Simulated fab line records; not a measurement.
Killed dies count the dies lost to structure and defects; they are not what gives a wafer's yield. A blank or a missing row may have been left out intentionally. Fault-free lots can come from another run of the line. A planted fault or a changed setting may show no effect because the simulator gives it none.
Struck lot and sound lot, side by side	flow sky130	21 steps out of a route of 708
Sound: these wafers, L180.1, L180.3, L180.5. Struck: wafer L164.4 (left out: L164.2, L164.6 of the same lot, which were not struck); the cause appears at the end.
Order at every step that has rows: each side's tool, ch and its chambers, its first start. Under that, the readings that differ: sound wafers	struck wafers	difference of the means	sigmas: that difference in standard deviations of wafers without a fault.
alike: a reading whose means differ by less than 2 such deviations, as well as words and numbers matching on both sides. not compared: withheld readings; readings where some wafer has no value; bounds like >300 that might hide an equal value; numbers whose values overlap and for which the record gives no deviation.
The two part at a step that has a row with sigmas, a row that says differs or no value, or rows on one side only. Numbers that have no deviation but don't overlap get no sigmas and don't part them. Lack of a reading on every wafer of one side parts them only where that side has two or more wafers.

SKY_SD_N_RS_MEAS_17: the measuring method here is four-point-probe.
  struck on film_metro-02, day 30 04:44; sound on film_metro-01, day 34 14:50
  alike: SD_P_RS
  not compared: hold
SKY_SD_N_RS_MEAS_18: the measuring method here is four-point-probe.
  struck on film_metro-02, day 30 04:52; sound on film_metro-01, day 34 14:57
reading	sound	struck	difference	sigmas
RES_XHIGH_RS (ohm/sq)	332.5 333.0 331.7	336.5	+4.1	+3
then, 2 steps without rows for these wafers: SKY_SALICIDE_CLEAN_00 (cleans in HF-last, time 30 s); SKY_LI_CONTACT_HDPCVD_00 (deposits PSG, target thk 930 nm, time 155 s).
SKY_LI_CONTACT_THK_MEAS_01:
  struck on film_metro-01, day 30 05:05; sound on film_metro-02, day 34 15:11
  alike: LI_CONTACT_HDPCVD_THK
SKY_LI_CONTACT_CMP_02: polishes PSG.
  sound on cmp-02 ch 0,2, day 34 15:15; struck on cmp-01 ch 1, day 30 05:08
reading	sound	struck	difference	sigmas
motor_current_A (A)	13.3 10.7 10.7	14.3	+2.7	+2
  alike: time_to_endpoint_s
SKY_LI_CONTACT_BOW_MEAS_03:
  struck on film_metro-01, day 30 05:28; sound on film_metro-01, day 34 15:33
  alike: LI_CONTACT_BOW
then, 5 steps without rows for these wafers: SKY_LI_CONTACT_DEHYDRATE_04 (time 60 s); SKY_LI_CONTACT_HMDS_05 (prime time 60 s); SKY_LI_CONTACT_COAT_06 (resist thk 60 nm); SKY_LI_CONTACT_COAT_07 (resist thk 450 nm); SKY_LI_CONTACT_SOFTBAKE_08 (time 90 s).
SKY_LI_CONTACT_EXPOSE_09: exposes mask LICM1, target cd 170 nm.
  sound on krf_scanner-02 ch 0, day 35 05:19; struck on krf_scanner-02 ch 0, day 30 18:55
  alike: mask
then, 2 steps without rows for these wafers: SKY_LI_CONTACT_PEB_10; SKY_LI_CONTACT_DEVELOP_11 (develop time 60 s).
SKY_LI_CONTACT_CD_MEAS_12: target cd 170 nm.
  struck on cd_sem-02, day 31 09:14; sound on cd_sem-02, day 35 18:07
reading	sound	struck	difference	sigmas
cd_nm (nm)	167.8 168.1 170.5	157.4	-11.4	-6
  not compared: hold
SKY_LI_CONTACT_OVL_MEAS_13:
  struck on overlay-01, day 31 11:08; sound on overlay-02, day 35 18:14
reading	sound	struck	difference	sigmas
hold	- - -	await_dispo/1.8h/release	no value on the sound wafers	
  alike: LI_CONTACT_OVL
SKY_LI_CONTACT_ETCH_14: etches BARC in N2/H2, stops on SiO2, time 45.9 s, target depth 60 nm.
  sound on rie_diel-02 ch 1,2,3, day 35 18:16; struck on rie_diel-01 ch 3, day 31 11:10
reading	sound	struck	difference	sigmas
model.LI_CONTACT.cd_nm (nm)	168.1 168.4 169.8	157.7	-11.1	
  alike: drypump_motor_current_A, oes_product_au, rf_fwd_power_W, throttle_valve_pct
  not compared: rf_hours_counter_h
SKY_LI_CONTACT_ETCH_15: etches PSG in C4F8/O2/Ar, stops on Si, target depth 600 nm.
  sound on rie_diel-02 ch 1,2,3, day 35 18:19; struck on rie_diel-01 ch 3, day 31 11:12
reading	sound	struck	difference	sigmas
model.LI_CONTACT.cd_nm (nm)	168.1 168 169.2	158.2	-10.2	
  alike: oes_product_au, rf_fwd_power_W
SKY_LI_CONTACT_STRIP_16: strips in O2/N2.
  sound on plasma_asher-03 ch 0,1, day 35 18:23; struck on plasma_asher-04 ch 0, day 31 11:17
reading	sound	struck	difference	sigmas
strip_time_to_endpoint_s (s)	3.54 3.55 3.47	3.58	+0.06	+2
  alike: drypump_motor_current_A, oes_product_au
  not compared: rf_hours_counter_h
-- the record jumps here: 16 days lie between the struck wafers' starts before and after (it left off in module LI_CONTACT and takes up again in module PAD_OPEN, whose first step shown is number 708 of the route) --
SKY_PAD_OPEN_PROBE_99:
  struck on prober-01, day 47 11:11; sound on prober-01, day 50 11:05
reading	sound	struck	difference	sigmas
killed_at_M0_to_M3	35 45 28	61	+25	+4
killed_dies	73 84 60	96	+24	+2
killed_open	36 44 29	56	+20	+3
model.etest.licon_pdiff.rc_ohm	589.7 621.6 575.5	666.1	+70.5	
model.etest.pfet_01v8.r_on_ohm_um	2862 2902 2883	2929	+47	
model.etest.licon_high_po.rc_ohm	332.9 356.1 332.2	383.5	+43.1	
model.etest.licon_ndiff.rc_ohm	190.2 191.2 189.4	208	+18	
model.etest.sonos_uncharged.r_on_ohm_um	805.7 796 803.9	833.3	+31.4	
model.etest.licon_poly.rc_ohm	153 155.8 159.1	174.4	+18.4	
model.etest.licon_to_gate.bv_left_v (V)	26.03 26.83 25.95	28.93	+2.66	
  alike: killed_at_M4_up, killed_at_contacts, killed_at_front_end, killed_at_other, killed_short
  not compared: model.etest.licon_to_gate.bv_right_v

WHERE THEY PART
First at SKY_SD_N_RS_MEAS_18; last, within this record, at SKY_PAD_OPEN_PROBE_99.

WHY: the cause the simulator had injected
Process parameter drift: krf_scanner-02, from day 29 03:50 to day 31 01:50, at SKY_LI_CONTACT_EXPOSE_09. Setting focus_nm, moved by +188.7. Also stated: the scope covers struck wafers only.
